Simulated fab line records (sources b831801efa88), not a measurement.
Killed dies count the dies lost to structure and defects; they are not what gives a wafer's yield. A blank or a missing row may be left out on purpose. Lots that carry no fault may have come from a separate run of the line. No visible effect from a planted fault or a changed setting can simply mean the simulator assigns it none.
fab line records + flow sky130
record
- lots=5
- wafers=15
- lastDay=50
route steps=708 shown FIELD_ISO@27 NWELL@32 DNWELL@35 PWDE@45
lots with no fault: from the same line, run without faults
startH: hours from the record's first day to the start of the lot's first wafer shown + waitH: time in hours since the lot's previous step + " identical to the entry in the row above + L1.1+2: a single row standing in for several wafers + - either no value or no given start + * or withheld: withheld + < > ~ a bound
route shown NAME@n: names a module that has steps shown in the file, with the first one's number in the route + usual: mean/standard deviation of fault-free wafers + same: alike in all rows + chamber/n: place in a boat + sites: the reading at each site + _std_site: the values' standard deviation + _edge_site: mean of outer sites minus mean of inner sites + radiusMm: for every site, how far away it sits from the centre of the wafer + mask NAME#n: copy n + behind: the last tool/chamber to shape the wafer + hold: what put the lot on hold/how long, in hours/how the hold closed + device: the n, p or np transistor that did not switch + end of line: the tests these same wafers got at the end of their route + step lacking rows: just its recipe + killed: at the first sort, the dies lost to defects and structure; wafer yield is something else + map: a wafer's dies, marking killed ones x, the rest . and places with no die _
set.NAME: the setting that was run; set.NAME@STEP: the one run at that earlier step + model.NAME: the simulator's own value behind a step, which no gauge read
certain route steps with their lots: each step a table, each wafer a row
services: the hour from which a tool's chamber was out of use, counted from the record's first day as startH (under 0 if before that day), plus the number of hours and why
## steps
# step SKY_FIELD_ISO_ANNEAL_26
# recipe
- tempC=1000
- timeS=1800
- ambient=N2
# step SKY_FIELD_ISO_CMP_27
# recipe
- stopOn=Si3N4
- tOverpolishS=16
- downForcePsi=4
- platenRpm=60
- targetThkNm=457.8
- padVelocityMS=0.94248
# usual
- motorCurrentA=12.3/1.5
- overpolishRunS=16.001/0.01
- timeToEndpointS=110/5.4
| lot.wafer | tool   | chamber | startH | waitH | motorCurrentA | overpolishRunS | timeToEndpointS |
|-----------|--------|---------|--------|-------|---------------|----------------|-----------------|
| L219.4    | cmp-01 | 1       | 49.50  | 0.0   | 15.0          | 15.984         | 110             |
| L219.5    | "      | 1       | "      | "     | 14.8          | 16.005         | 112             |
| L219.6    | "      | 2       | "      | "     | 9.2           | 15.983         | 103             |
| L227.2    | cmp-01 | 0       | 95.05  | 0.0   | 13.6          | 15.982         | 108             |
| L227.3    | "      | 3       | "      | "     | 13.2          | 16.009         | 111             |
| L227.6    | "      | 1       | "      | "     | 14.6          | 15.986         | 109             |
| L231.1    | cmp-01 | 2       | 110.96 | 0.1   | 9.4           | 16.007         | 107             |
| L231.2    | "      | 3       | "      | "     | 12.7          | 16.010         | 120             |
| L231.5    | "      | 1       | "      | "     | 14.8          | 16.001         | 115             |
| L236.1    | cmp-02 | 0       | 137.57 | 0.1   | 11.4          | 16.013         | 115             |
| L236.4    | "      | 1       | "      | "     | 12.2          | 16.011         | 109             |
| L236.6    | "      | 3       | "      | "     | 12.0          | 15.984         | 106             |
| L238.3    | cmp-02 | 3       | 148.28 | 0.1   | 12.0          | 15.981         | 103             |
| L238.5    | "      | 0       | "      | "     | 10.6          | 15.995         | 114             |
| L238.6    | "      | 1       | "      | "     | 12.6          | 15.999         | 111             |
# step SKY_FIELD_ISO_WET_ETCH_28
# recipe
- chemistry=dHF
- targetDepthNm=23.7
- target=SiO2
- dilution=10:1
- tempC=25
- timeS=47
# step SKY_FIELD_ISO_WET_ETCH_29
# recipe
- chemistry=H3PO4
- targetDepthNm=160
- target=Si3N4
- tempC=160
- timeS=1825
# step SKY_FIELD_ISO_WET_ETCH_30
# recipe
- chemistry=dHF
- targetDepthNm=25
- target=SiO2
- dilution=10:1
- tempC=25
- timeS=50
# step SKY_NWELL_CLEAN_00
# recipe
- chemistry=SC1/SC2
- mix=1:4:20
- tempC=70
- timeS=150
- dry=n2Spin
# step SKY_NWELL_OXIDATION_01
# recipe
- tempC=900
- ambient=O2
- stabiliseS=600
- purgeS=300
- targetThkA=100
- oxTimeS=1418
# step SKY_NWELL_THK_MEAS_02
# recipe
- reads=SiO2_of_NWELL_OXIDATION_01
# usual
- NWELL_OXIDATION_THK=10.02/0.18
| lot.wafer | tool         | chamber | startH | waitH | NWELL_OXIDATION_THK[nm] |
|-----------|--------------|---------|--------|-------|-------------------------|
| L219.4    | filmMetro-01 | -       | 54.47  | 0.0   | 10.07                   |
| L219.5    | "            | -       | "      | "     | 10.09                   |
| L219.6    | "            | -       | "      | "     | 10.09                   |
| L227.2    | filmMetro-02 | -       | 98.88  | 0.0   | 9.71                    |
| L227.3    | "            | -       | "      | "     | 9.84                    |
| L227.6    | "            | -       | "      | "     | 9.98                    |
| L231.1    | filmMetro-04 | -       | 113.81 | 0.0   | 9.84                    |
| L231.2    | "            | -       | "      | "     | 9.71                    |
| L231.5    | "            | -       | "      | "     | 9.72                    |
| L236.1    | filmMetro-01 | -       | 140.04 | 0.0   | 10.36                   |
| L236.4    | "            | -       | "      | "     | 10.52                   |
| L236.6    | "            | -       | "      | "     | 10.05                   |
| L238.3    | filmMetro-01 | -       | 151.57 | 0.0   | 10.20                   |
| L238.5    | "            | -       | "      | "     | 10.31                   |
| L238.6    | "            | -       | "      | "     | 10.32                   |
# step SKY_DNWELL_DEHYDRATE_00
# recipe
- tempC=200
- timeS=60
# step SKY_DNWELL_HMDS_01
# recipe
- primeTimeS=60
- primeTempC=120
# step SKY_DNWELL_COAT_02
# recipe
- spinRpm=2000
- resistThkNm=3000
# step SKY_DNWELL_SOFTBAKE_03
# recipe
- tempC=110
- timeS=withheld
# step SKY_DNWELL_EXPOSE_04
# recipe
- maskId=DNM
- na=0.57
- targetCdNm=3000
- doseMj=222
# usual
- exposureDoseMJCm2=222.00/0.24
| lot.wafer | tool            | chamber | startH | waitH | mask    | exposureDoseMJCm2 |
|-----------|-----------------|---------|--------|-------|---------|-------------------|
| L219.4    | ilineStepper-01 | 0       | 62.17  | -     | DNM#0   | 222.45            |
| L219.5    | "               | 0       | "      | "     | DNM#0   | 222.58            |
| L219.6    | "               | 0       | "      | "     | DNM#0   | 222.16            |
| L227.2    | ilineStepper-01 | 0       | 108.04 | -     | PWDEM#0 | 221.92            |
| L227.3    | "               | 0       | "      | "     | PWDEM#0 | 222.10            |
| L227.6    | "               | 0       | "      | "     | PWDEM#0 | 221.85            |
| L231.1    | ilineStepper-01 | 0       | 123.56 | -     | DNM#0   | 222.15            |
| L231.2    | "               | 0       | "      | "     | DNM#0   | 221.95            |
| L231.5    | "               | 0       | "      | "     | DNM#0   | 222.49            |
| L236.1    | ilineStepper-01 | 0       | 150.57 | -     | DNM#0   | 221.43            |
| L236.4    | "               | 0       | "      | "     | DNM#0   | 221.87            |
| L236.6    | "               | 0       | "      | "     | DNM#0   | 221.67            |
| L238.3    | ilineStepper-01 | 0       | 161.13 | -     | DNM#0   | 222.06            |
| L238.5    | "               | 0       | "      | "     | DNM#0   | 221.98            |
| L238.6    | "               | 0       | "      | "     | DNM#0   | 222.06            |
# step SKY_DNWELL_PEB_05
# recipe
- tempC=115
- timeS=withheld
# step SKY_DNWELL_DEVELOP_06
# recipe
- wallAngleDeg=90
- developer=TMAH
- developTimeS=60
- devTempC=23
# step SKY_DNWELL_IMPLANT_07
# recipe
- species=P
- energyKev=withheld
- doseCm2=withheld
- tiltDeg=withheld
# step SKY_DNWELL_STRIP_08
# recipe
- chemistry=O2/N2
- powerW=1400
- pressureMtorr=1500
- platenTempC=withheld
- o2FlowSccm=3000
- n2FlowSccm=300
- overashFraction=0.5
# usual
- drypumpMotorCurrentA=5.7/0.44
- oesProductAu=0.722/0.0042
- stripTimeToEndpointS=36.96/0.11
| lot.wafer | tool           | chamber | startH | waitH | drypumpMotorCurrentA | oesProductAu | rfHoursCounterH | stripTimeToEndpointS |
|-----------|----------------|---------|--------|-------|----------------------|--------------|-----------------|----------------------|
| L219.4    | plasmaAsher-03 | 0       | 70.17  | 0.1   | 5.7                  | 0.720        | -               | 36.81                |
| L219.5    | "              | 0       | "      | "     | 5.7                  | 0.718        | -               | 36.79                |
| L219.6    | "              | 1       | "      | "     | 6.1                  | 0.723        | -               | 36.81                |
| L227.2    | plasmaAsher-04 | 1       | 116.56 | 0.1   | 5.9                  | 0.715        | 43              | 36.93                |
| L227.3    | "              | 0       | "      | "     | 6.0                  | 0.724        | -               | 36.78                |
| L227.6    | "              | 1       | "      | "     | 5.9                  | 0.726        | -               | 36.81                |
| L231.1    | plasmaAsher-02 | 0       | 132.32 | 0.1   | 4.8                  | 0.719        | 1               | 37.07                |
| L231.2    | "              | 1       | "      | "     | 5.8                  | 0.721        | 1               | 37.12                |
| L231.5    | "              | 0       | "      | "     | 4.8                  | 0.717        | -               | 37.12                |
| L236.1    | plasmaAsher-04 | 0       | 159.62 | 0.1   | 6.0                  | 0.727        | 47              | 37.05                |
| L236.4    | "              | 0       | "      | "     | 6.0                  | 0.728        | -               | 37.04                |
| L236.6    | "              | 0       | "      | "     | 6.0                  | 0.726        | -               | 36.95                |
| L238.3    | plasmaAsher-04 | 0       | 172.10 | 0.1   | 6.0                  | 0.726        | -               | 37.02                |
| L238.5    | "              | 1       | "      | "     | 5.9                  | 0.720        | -               | 37.03                |
| L238.6    | "              | 0       | "      | "     | 6.0                  | 0.729        | -               | 37.04                |
# step SKY_DNWELL_TW_MEAS_09
# usual
- DNWELL_TW=1113/13
| lot.wafer | tool         | chamber | startH | waitH | DNWELL_TW |
|-----------|--------------|---------|--------|-------|-----------|
| L219.4    | filmMetro-01 | -       | 70.27  | 0.1   | 1103      |
| L219.5    | "            | -       | "      | "     | 1096      |
| L219.6    | "            | -       | "      | "     | 1097      |
| L227.2    | filmMetro-01 | -       | 116.67 | 0.1   | 30        |
| L227.3    | "            | -       | "      | "     | 30        |
| L227.6    | "            | -       | "      | "     | 30        |
| L231.1    | filmMetro-04 | -       | 132.42 | 0.1   | 1127      |
| L231.2    | "            | -       | "      | "     | 1121      |
| L231.5    | "            | -       | "      | "     | 1125      |
| L236.1    | filmMetro-01 | -       | 159.72 | 0.1   | 1104      |
| L236.4    | "            | -       | "      | "     | 1106      |
| L236.6    | "            | -       | "      | "     | 1105      |
| L238.3    | filmMetro-01 | -       | 172.19 | 0.1   | 1120      |
| L238.5    | "            | -       | "      | "     | 1111      |
| L238.6    | "            | -       | "      | "     | 1111      |
# step SKY_PWDE_DEHYDRATE_00
# recipe
- tempC=200
- timeS=60
# step SKY_PWDE_HMDS_01
# recipe
- primeTimeS=60
- primeTempC=120
# step SKY_PWDE_COAT_02
# recipe
- spinRpm=2000
- resistThkNm=3000
# step SKY_PWDE_SOFTBAKE_03
# recipe
- tempC=110
- timeS=withheld
# step SKY_PWDE_EXPOSE_04
# recipe
- maskId=PWDEM
- na=0.6
- sourceShape=conventional
- sigmaOuter=0.6
- polarization=unpolarized
- targetCdNm=840
- doseMj=214
# step SKY_PWDE_PEB_05
# recipe
- tempC=115
- timeS=withheld
# step SKY_PWDE_DEVELOP_06
# recipe
- wallAngleDeg=90
- developer=TMAH
- developTimeS=60
- devTempC=23
# step SKY_PWDE_OVL_MEAS_07
# usual
- PWDE_OVL=-0.9/1.4
| lot.wafer | tool       | chamber | startH | waitH | PWDE_OVL[nm] |
|-----------|------------|---------|--------|-------|--------------|
| L219.4    | overlay-01 | -       | 87.14  | -     | 0.0          |
| L219.5    | "          | -       | "      | "     | 0.0          |
| L219.6    | "          | -       | "      | "     | 0.5          |
| L227.2    | overlay-01 | -       | 135.02 | -     | -0.9         |
| L227.3    | "          | -       | "      | "     | -0.5         |
| L227.6    | "          | -       | "      | "     | -0.3         |
| L231.1    | overlay-01 | -       | 151.75 | -     | 1.9          |
| L231.2    | "          | -       | "      | "     | 0.8          |
| L231.5    | "          | -       | "      | "     | 1.9          |
| L236.1    | overlay-01 | -       | 180.51 | -     | -0.6         |
| L236.4    | "          | -       | "      | "     | 0.4          |
| L236.6    | "          | -       | "      | "     | 1.9          |
| L238.3    | overlay-02 | -       | 192.07 | -     | -1.2         |
| L238.5    | "          | -       | "      | "     | 0.9          |
| L238.6    | "          | -       | "      | "     | -1.2         |
# step SKY_PWDE_IMPLANT_08
# recipe
- species=B
- energyKev=150
- doseCm2=3.6e+12
- tiltDeg=withheld
# step SKY_PWDE_STRIP_09
# recipe
- chemistry=O2/N2
- powerW=1400
- pressureMtorr=1500
- platenTempC=withheld
- o2FlowSccm=3000
- n2FlowSccm=300
- overashFraction=0.5
# usual
- drypumpMotorCurrentA=5.8/0.37
- oesProductAu=0.722/0.0047
- stripTimeToEndpointS=36.95/0.083
| lot.wafer | tool           | chamber | startH | waitH | drypumpMotorCurrentA | oesProductAu | rfHoursCounterH | stripTimeToEndpointS |
|-----------|----------------|---------|--------|-------|----------------------|--------------|-----------------|----------------------|
| L219.4    | plasmaAsher-03 | 1       | 87.34  | 0.1   | 6.1                  | 0.718        | -               | 36.88                |
| L219.5    | "              | 1       | "      | "     | 6.2                  | 0.723        | -               | 37.00                |
| L219.6    | "              | 0       | "      | "     | 5.7                  | 0.726        | -               | 36.94                |
| L227.2    | plasmaAsher-01 | 0       | 135.20 | 0.1   | 6.3                  | 0.720        | 33              | 37.02                |
| L227.3    | "              | 0       | "      | "     | 6.3                  | 0.717        | -               | 36.95                |
| L227.6    | "              | 1       | "      | "     | 5.6                  | 0.711        | -               | 37.00                |
| L231.1    | plasmaAsher-03 | 0       | 151.93 | 0.1   | 5.7                  | 0.724        | 50              | 36.97                |
| L231.2    | "              | 1       | "      | "     | 6.1                  | 0.713        | 50              | 37.13                |
| L231.5    | "              | 1       | "      | "     | 6.1                  | 0.717        | -               | 37.06                |
| L236.1    | plasmaAsher-01 | 0       | 180.70 | 0.1   | 6.3                  | 0.720        | 38              | 37.04                |
| L236.4    | "              | 0       | "      | "     | 6.3                  | 0.718        | -               | 36.95                |
| L236.6    | "              | 0       | "      | "     | 6.3                  | 0.720        | -               | 37.02                |
| L238.3    | plasmaAsher-03 | 0       | 192.28 | 0.1   | 5.7                  | 0.717        | -               | 37.07                |
| L238.5    | "              | 0       | "      | "     | 5.6                  | 0.721        | -               | 36.95                |
| L238.6    | "              | 1       | "      | "     | 6.2                  | 0.719        | -               | 37.01                |
# step SKY_PWDE_TW_MEAS_10
# usual
- PWDE_TW=375/3.7
| lot.wafer | tool         | chamber | startH | waitH | PWDE_TW |
|-----------|--------------|---------|--------|-------|---------|
| L219.4    | filmMetro-04 | -       | 87.44  | 0.1   | 375     |
| L219.5    | "            | -       | "      | "     | 376     |
| L219.6    | "            | -       | "      | "     | 378     |
| L227.2    | filmMetro-01 | -       | 135.31 | 0.1   | 1112    |
| L227.3    | "            | -       | "      | "     | 1106    |
| L227.6    | "            | -       | "      | "     | 1120    |
| L231.1    | filmMetro-01 | -       | 152.03 | 0.1   | 372     |
| L231.2    | "            | -       | "      | "     | 371     |
| L231.5    | "            | -       | "      | "     | 372     |
| L236.1    | filmMetro-04 | -       | 180.80 | 0.1   | 377     |
| L236.4    | "            | -       | "      | "     | 378     |
| L236.6    | "            | -       | "      | "     | 377     |
| L238.3    | filmMetro-01 | -       | 192.37 | 0.1   | 369     |
| L238.5    | "            | -       | "      | "     | 366     |
| L238.6    | "            | -       | "      | "     | 368     |
# step SKY_NWELL_DEHYDRATE_03
# recipe
- tempC=200
- timeS=60
## services
| tool            | chamber | startH | hours | kind                          |
|-----------------|---------|--------|-------|-------------------------------|
| cmp-01          | -       | 38.31  | 2.3   | repair                        |
| ilineStepper-01 | -       | 40.47  | 6.4   | repair                        |
| cmp-02          | -       | 53.23  | 0.6   | repair                        |
| cmp-02          | -       | 64.04  | 4.0   | pm                            |
| plasmaAsher-03  | -       | 64.59  | 2.8   | pm                            |
| cmp-02          | -       | 68.04  | -     | consumableReplace:conditioner |
| cmp-02          | -       | 68.04  | -     | consumableReplace:pad         |
| plasmaAsher-02  | -       | 68.85  | 7.8   | repair                        |
| cmp-02          | -       | 77.79  | 7.0   | pm                            |
| plasmaAsher-02  | -       | 84.48  | 15.6  | pm                            |
| plasmaAsher-02  | -       | 104.50 | 8.7   | repair                        |
| plasmaAsher-03  | -       | 105.57 | 2.0   | repair                        |
| cmp-02          | -       | 110.81 | 1.5   | repair                        |
| plasmaAsher-02  | -       | 113.24 | 9.0   | pm                            |
| plasmaAsher-02  | 0       | 113.24 | 9.0   | ventCycle                     |
| plasmaAsher-02  | 1       | 113.24 | 9.0   | ventCycle                     |
| plasmaAsher-02  | 0       | 122.24 | -     | clean                         |
| ilineStepper-01 | 0       | 138.61 | -     | calibration                   |
| ilineStepper-01 | -       | 139.97 | 1.7   | pm                            |
| cmp-02          | -       | 142.39 | 0.7   | repair                        |
| cmp-01          | -       | 147.06 | 3.9   | repair                        |
| cmp-02          | -       | 157.60 | 2.1   | repair                        |
| plasmaAsher-04  | -       | 162.89 | 1.0   | repair                        |
| cmp-01          | -       | 186.27 | 0.7   | repair                        |
## key
firstSign
- step=SKY_DNWELL_EXPOSE_04
- reading=mask
- direction=changed
effect
- step=SKY_DNWELL_TW_MEAS_09
- reading=DNWELL_TW
- direction=down
- sigmas=85
- usual=1113
- struck=30
effect
- step=SKY_PWDE_TW_MEAS_10
- reading=PWDE_TW
- direction=up
- sigmas=99+
- usual=375
- struck=1113
metAt SKY_DNWELL_EXPOSE_04
struckWafers L227.2,L227.3,L227.6
rowsEnd L227.2,L227.3,L227.6
onsetBetween 62.17 108.04
fault
- kind=wrongMask
- tool=any
- chamber=-
- onsetH=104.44
- steps=SKY_DNWELL_EXPOSE_04
- auxCopy=PWDEM#0
- scope=struckLotsOnly
# rowsEnd: these wafers met a further fault down the route, and their rows from its step on are left out
